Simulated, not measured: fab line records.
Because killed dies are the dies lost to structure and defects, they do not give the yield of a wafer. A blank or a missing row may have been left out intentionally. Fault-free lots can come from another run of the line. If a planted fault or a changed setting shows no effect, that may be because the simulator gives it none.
Problem report in the 8D (eight disciplines) form, filled by code :: flow sky130 :: the parts of the form that need people (team, actions taken, sign-off) are left out

1. WHAT IS WRONG
Mean VT_ADJUST_LVTN_OVL at SKY_VT_ADJUST_LVTN_OVL_MEAS_07: 323.9 nm over 12 wafers in 4 lots; fault-free wafers: 0.3 nm, standard deviation 1.4. So: +99 or more standard deviations from the usual mean.
Seen first at day 8 15:29 on overlay-02, wafer L148.2. Wafers with a number at this step in the record: 48, from 16 lots. Rule for "out" (also "out of limits"): further than 4 standard deviations from the usual mean. The rest of the wafers with a number are treated as sound.

2. WHAT IT IS, AND WHAT IT ISN'T
question: which readings at this step
is: VT_ADJUST_LVTN_OVL
is not: -

question: which lots
is: L148, L150, L154, L155
is not: L142, L143, L144, L145, L147, L157, L158, L159, L160, L161, L164, L165

question: which wafers of those lots
is: all that have a number
is not: -

question: read on which gauges
is: overlay-01, overlay-02
is not: -

question: when
is: from day 8 15:29
is not: up to then (15 sound wafers); but 21 sound wafers of L157, L158, L159, L160, L161, L164, L165 came after

3. THE SUSPECTS, EACH WITH WHAT RULES IT OUT
Counting: a tool stays on the suspect list if, at a process step up to the reading, it processed all lots that are out and no sound lot following the first of them.
- ruled out: the gauge at SKY_VT_ADJUST_LVTN_OVL_MEAS_07. 2 gauges (overlay-01, overlay-02) read the wafers that are out.
- iline_stepper-02 at SKY_VT_ADJUST_LVTN_EXPOSE_04 (exposes mask NWM COMPLEMENT LESS NATIVE, target cd 840 nm): kept. Every lot that is out went through it, starting with L148 (day 8 05:23), and after that it ran no sound lot; the last sound lot it ran before then is L144 (day 7 14:28).
Left after counting: iline_stepper-02 at SKY_VT_ADJUST_LVTN_EXPOSE_04.

4. THE CAUSE (what the simulator had put in)
Scanner matching overlay: iline_stepper-02, from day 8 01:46 on, at SKY_VT_ADJUST_LVTN_EXPOSE_04. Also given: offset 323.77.
Only this tool survived the counting.

5. SEQUENCE OF EFFECTS, ordered by route
One row per reading whose mean, taken over the struck wafers that have a number, lies over 3 standard deviations from the usual. Only readings for which the record gives a usual standard deviation are gone through. hours: the time from each lot's start at the first step in this table that gives one to its start at this step, as a median over the lots. sigmas: the change in usual standard deviations.
hours: 0
step: SKY_VT_ADJUST_LVTN_OVL_MEAS_07
reading: VT_ADJUST_LVTN_OVL
usual: 0.3 nm
on struck wafers: 323.9
change: +323.6
sigmas: +99 or more

hours: 940
step: SKY_PAD_OPEN_PROBE_99
reading: killed_at_front_end
usual: 15
on struck wafers: 413
change: +398
sigmas: +88

hours: 940
step: SKY_PAD_OPEN_PROBE_99
reading: killed_dies
usual: 85
on struck wafers: 482
change: +397
sigmas: +42

hours: 940
step: SKY_PAD_OPEN_PROBE_99
reading: killed_on_rim
usual: 17
on struck wafers: 94
change: +77
sigmas: +18
Here are the process steps it includes:
- SKY_PAD_OPEN_PROBE_99

6. HOW IT WOULD HAVE BEEN CAUGHT EARLIER
The first out-of-limits reading at a measuring or inspecting step in this record came at day 8 15:29, 14 hours after the fault's start at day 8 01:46.
Of the lots that are out (4), L150, L154, L155 began SKY_VT_ADJUST_LVTN_EXPOSE_04 on iline_stepper-02 after day 8 15:29. A hold on the tool at that time would have spared those 3.
